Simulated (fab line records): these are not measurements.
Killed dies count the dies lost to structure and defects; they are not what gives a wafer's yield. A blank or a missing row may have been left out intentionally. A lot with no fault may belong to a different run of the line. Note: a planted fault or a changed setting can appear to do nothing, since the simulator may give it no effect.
The tool behind it: which one?	flow gf180mcu	15 lots, 43 wafers sampled, at 4 steps of a route of 602

## WHAT THE GAUGES SHOWED, per wafer
GF_M1_THK_MEAS_06: measures by xrf. Usual: M1_ALCU_THK typically reads 453 nm, with standard deviation 5.6.
lot	measured	on	M1_ALCU_THK (nm)	flag
L148	day 16 01:41	film-metro-01	453 458 463	
L149	day 16 17:49	film-metro-02	448 451 444	
L150	day 16 23:37	film-metro-01	441 454 439	
L151	day 17 08:46	film-metro-04	448 457 451	
L152	day 17 22:19	film-metro-01	455 449 449	
L153	day 18 06:46	film-metro-04	458 463 454	
L154	day 18 13:31	film-metro-02	453 451 450	
L156	day 19 09:31	film-metro-02	444 452 449	
L157	day 19 18:28	film-metro-02	449 443 450	
L159	day 20 09:13	film-metro-01	447 456 455	
L160	day 20 20:43	film-metro-04	446 448 447	
L162	day 21 09:34	film-metro-01	448 457 447	
L164	day 22 08:24	film-metro-01	450 451	
L165	day 22 19:07	film-metro-02	455	
L166	day 23 05:46	film-metro-04	452	

## TOOL THAT RAN EACH LOT (tool first, then ch and the chambers of the sampled wafers, then the start)
lot	GF_SAB_ETCH_11	GF_CONTACT_CMP_27	GF_M1_SPUTTER_04
L148	rie-diel-03 ch 0,1, day 15 02:10	cmp-02 ch 0,1,2, day 16 01:08	pvd-sputter-04, day 16 01:31
L149	rie-diel-02 ch 2,3, day 15 16:05	cmp-02 ch 2,3, day 16 17:13	pvd-sputter-04, day 16 17:39
L150	rie-diel-02 ch 1,2,3, day 15 21:46	cmp-01 ch 1,3, day 16 23:01	pvd-sputter-04, day 16 23:27
L151	rie-diel-03 ch 0,1,2, day 16 06:16	cmp-01 ch 0,1,3, day 17 08:17	pvd-sputter-02, day 17 08:37
L152	rie-diel-01 ch 2,3, day 16 20:10	cmp-01 ch 1,3, day 17 21:44	pvd-sputter-01, day 17 22:10
L153	rie-diel-02 ch 1,2,3, day 17 04:23	cmp-01 ch 0,1, day 18 06:08	pvd-sputter-04, day 18 06:37
L154	rie-diel-03 ch 0,2, day 17 11:16	cmp-02 ch 1,2, day 18 12:52	pvd-sputter-04, day 18 13:20
L156	rie-diel-02 ch 0,1,2, day 18 05:55	cmp-02 ch 0,1,3, day 19 08:52	pvd-sputter-04, day 19 09:21
L157	rie-diel-03 ch 0,1,2, day 18 14:32	cmp-01 ch 0,2,3, day 19 17:48	pvd-sputter-01, day 19 18:17
L159	rie-diel-01 ch 1,2,3, day 19 05:38	cmp-02 ch 1,3, day 20 08:37	pvd-sputter-04, day 20 09:02
L160	rie-diel-03 ch 0,1,3, day 19 17:29	cmp-01 ch 0,2,3, day 20 20:08	pvd-sputter-01, day 20 20:34
L162	rie-diel-03 ch 0,2,3, day 20 06:01	cmp-01 ch 0,3, day 21 08:58	pvd-sputter-01, day 21 09:24
L164	rie-diel-03 ch 0,3, day 21 05:25	cmp-01 ch 0,1,3, day 22 07:49	pvd-sputter-04, day 22 08:13
L165	rie-diel-03 ch 1,2, day 21 16:35	cmp-01 ch 0,2, day 22 18:31	pvd-sputter-01, day 22 18:56
L166	rie-diel-03 ch 1,3, day 22 03:08	cmp-01 ch 0,2, day 23 05:10	pvd-sputter-04, day 23 05:35
- GF_SAB_ETCH_11: etches SiO2 in C4F8/O2/Ar, target depth 55 nm, time 8.5 s.
- GF_CONTACT_CMP_27: polishes, stops on SiO2, t overpolish 15 s, target thk 0 nm.
- GF_M1_SPUTTER_04: material TiN, target thk 50 nm, time 41.7 s.

## AS READ BY THE TOOLS THEMSELVES (means over the sampled wafers that have a number; for cases with no such wafer, the mark the record gives instead)
GF_SAB_ETCH_11. Usual: oes-product-au reads 1.003 a.u. (standard deviation 0.0098).
lot	tool	oes-product-au (a.u.)	flag
L148	rie-diel-03	0.992	
L149	rie-diel-02	0.998	
L150	rie-diel-02	1.004	
L151	rie-diel-03	1.005	
L152	rie-diel-01	1.001	
L153	rie-diel-02	1.001	
L154	rie-diel-03	1.008	
L156	rie-diel-02	1.011	
L157	rie-diel-03	1.006	
L159	rie-diel-01	0.993	
L160	rie-diel-03	1.001	
L162	rie-diel-03	1.010	
L164	rie-diel-03	1.005	
L165	rie-diel-03	1.006	
L166	rie-diel-03	1.004	

GF_CONTACT_CMP_27. Usual: motor-current-A 10.7 A, standard deviation 0.78; overpolish-run-s 15.000 s, standard deviation 0.009; time-to-endpoint-s 72 s, standard deviation 3.4.
lot	tool	motor-current-A (A)	overpolish-run-s (s)	time-to-endpoint-s (s)	flag
L148	cmp-02	10.8	15.007	76	
L149	cmp-02	10.0	15.003	77	
L150	cmp-01	10.5	15.002	69	
L151	cmp-01	10.7	15.008	72	
L152	cmp-01	10.6	15.000	72	
L153	cmp-01	10.8	15.006	70	
L154	cmp-02	11.1	14.996	75	
L156	cmp-02	10.2	14.996	70	
L157	cmp-01	10.8	14.998	70	
L159	cmp-02	10.5	15.000	69	
L160	cmp-01	10.9	14.992	69	
L162	cmp-01	10.5	15.009	71	
L164	cmp-01	10.5	10.005	82	OFF
L165	cmp-01	11.5	7.521	90	OFF
L166	cmp-01	10.9	7.521	92	OFF

GF_M1_SPUTTER_04. Usual: throttle-valve-pct reads 30.1 % (standard deviation 0.83).
lot	tool	throttle-valve-pct (%)	flag
L148	pvd-sputter-04	30.2	
L149	pvd-sputter-04	30.7	
L150	pvd-sputter-04	29.9	
L151	pvd-sputter-02	30.1	
L152	pvd-sputter-01	29.6	
L153	pvd-sputter-04	30.4	
L154	pvd-sputter-04	30.7	
L156	pvd-sputter-04	30.5	
L157	pvd-sputter-01	29.6	
L159	pvd-sputter-04	30.3	
L160	pvd-sputter-01	30.0	
L162	pvd-sputter-01	29.4	
L164	pvd-sputter-04	30.2	
L165	pvd-sputter-01	29.5	
L166	pvd-sputter-04	29.1	

## THE ANSWER, worked out from the rows above alone
Rule: a lot counts as off when the mean over its wafers that have a number is more than 3 standard deviations away from the usual mean. Also off: a lot with no number at a reading for which 4 or more lots have one. Any other lot the step has rows for is counted as sound. The gauges are gone through in route order, then the tools' own readings, and for those a lot's mean is taken as printed above. The first step at which some lot is off is used, and at that step the reading that is off furthest; a lot without a number counts as furthest.
Off: L164, L165, L166 (GF_CONTACT_CMP_27, overpolish-run-s).
A tool fits if, at that step or a process step before it, it ran every lot that is off, and no sound lot after the first of them. Can't be told from this: 2 tools fit, rie-diel-03 at GF_SAB_ETCH_11, cmp-01 at GF_CONTACT_CMP_27.

## WHAT HAD BEEN PUT IN BY THE SIMULATOR
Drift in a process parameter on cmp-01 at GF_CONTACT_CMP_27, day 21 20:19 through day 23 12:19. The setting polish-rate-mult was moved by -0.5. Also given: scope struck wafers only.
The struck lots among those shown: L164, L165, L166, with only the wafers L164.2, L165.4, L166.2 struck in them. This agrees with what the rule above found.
